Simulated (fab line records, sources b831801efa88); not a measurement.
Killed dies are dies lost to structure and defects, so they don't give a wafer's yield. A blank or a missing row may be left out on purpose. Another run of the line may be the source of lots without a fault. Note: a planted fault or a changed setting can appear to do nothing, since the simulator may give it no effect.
Which tool is to blame? | flow sfqLine | 14 lots with 42 wafers sampled at 2 steps, on a route of 325 steps

## WHAT THE GAUGES READ, wafer by wafer
SFQ_M6_RS_MEAS_938: the measuring method here is four-point-probe. Usual: M6_NB_RS 0.894 ohm/sq, standard deviation 0.0075.
lot  | measured     | on           | M6_NB_RS (ohm/sq) | flag
L363 | day 72 09:26 | filmMetro-02 | 0.901 0.903 0.900 | 
L364 | day 73 15:41 | filmMetro-04 | 0.889 0.886 0.890 | 
L365 | day 74 04:44 | filmMetro-02 | 0.884 0.881 0.894 | 
L366 | day 75 08:18 | filmMetro-02 | 0.901 0.886 0.901 | 
L371 | day 77 07:07 | filmMetro-01 | 0.896 0.908 0.888 | 
L372 | day 77 09:32 | filmMetro-04 | 1.956 1.991 2.019 | OFF
L374 | day 77 13:07 | filmMetro-04 | 0.896 1.989 2.042 | OFF
L375 | day 77 14:19 | filmMetro-01 | 0.888 0.891 0.885 | 
L376 | day 77 16:42 | filmMetro-02 | 0.901 0.894 0.899 | 
L380 | day 79 05:39 | filmMetro-01 | 0.906 0.899 0.905 | 
L382 | day 79 09:10 | filmMetro-01 | 0.889 0.901 0.900 | 
L383 | day 79 10:22 | filmMetro-01 | 0.905 0.906 0.891 | 
L384 | day 79 11:35 | filmMetro-01 | 0.893 0.903 0.895 | 
L386 | day 79 14:01 | filmMetro-01 | 0.896 0.898 0.900 | 

## WHICH TOOL RAN EACH LOT (tool, then ch and the chambers of the sampled wafers, then the start)
lot  | SFQ_TRILAYER_M6_DEP_SPUTTER_157
L363 | pvdSputter-03, day 72 09:17
L364 | pvdSputter-03, day 73 15:35
L365 | pvdSputter-03, day 74 04:35
L366 | pvdSputter-06, day 75 08:13
L371 | pvdSputter-04, day 77 06:59
L372 | pvdSputter-06, day 77 09:23
L374 | pvdSputter-06, day 77 12:59
L375 | pvdSputter-03, day 77 14:11
L376 | pvdSputter-04, day 77 16:35
L380 | pvdSputter-04, day 79 05:28
L382 | pvdSputter-03, day 79 09:05
L383 | pvdSputter-04, day 79 10:16
L384 | pvdSputter-04, day 79 11:29
L386 | pvdSputter-04, day 79 13:53
- SFQ_TRILAYER_M6_DEP_SPUTTER_157: material Nb, target thk 200 nm, time 133.3 s.

## AS READ BY THE TOOLS THEMSELVES (means over the sampled wafers that have a number; for cases with no such wafer, the mark the record gives instead)
SFQ_TRILAYER_M6_DEP_SPUTTER_157. Usual: 30.5 % for throttleValvePct, sd 0.97.
lot  | tool          | throttleValvePct (%) | flag
L363 | pvdSputter-03 | 31.0                 | 
L364 | pvdSputter-03 | 31.7                 | 
L365 | pvdSputter-03 | 31.1                 | 
L366 | pvdSputter-06 | 29.9                 | 
L371 | pvdSputter-04 | 30.2                 | 
L372 | pvdSputter-06 | 29.3                 | 
L374 | pvdSputter-06 | 29.9                 | 
L375 | pvdSputter-03 | 29.9                 | 
L376 | pvdSputter-04 | 30.9                 | 
L380 | pvdSputter-04 | 30.8                 | 
L382 | pvdSputter-03 | 30.3                 | 
L383 | pvdSputter-04 | 30.5                 | 
L384 | pvdSputter-04 | 30.7                 | 
L386 | pvdSputter-04 | 30.3                 | 

## THE ANSWER, worked out from the rows above alone
Rule: a lot is off if the mean of its wafers that have a number lies more than 3 standard deviations from the usual mean. Also off: a lot with no number at a reading for which 4 or more lots have one. All remaining lots with rows at the step are treated as sound. The gauges are gone through in route order, then the tools' own readings, and for those a lot's mean is taken as printed above. The first step at which some lot is off is used, and at that step the reading that is off furthest; a lot without a number counts as furthest.
Off: L372, L374, at SFQ_M6_RS_MEAS_938 (M6_NB_RS).
A tool fits if, at a process step before that reading, it ran every lot that is off, and no sound lot after the first of them. The gauges at SFQ_M6_RS_MEAS_938 are tried like those tools. Undecided on this evidence; 2 tools fit (pvdSputter-06 at SFQ_TRILAYER_M6_DEP_SPUTTER_157, filmMetro-04 at SFQ_M6_RS_MEAS_938).

## WHAT HAD BEEN PUT IN BY THE SIMULATOR
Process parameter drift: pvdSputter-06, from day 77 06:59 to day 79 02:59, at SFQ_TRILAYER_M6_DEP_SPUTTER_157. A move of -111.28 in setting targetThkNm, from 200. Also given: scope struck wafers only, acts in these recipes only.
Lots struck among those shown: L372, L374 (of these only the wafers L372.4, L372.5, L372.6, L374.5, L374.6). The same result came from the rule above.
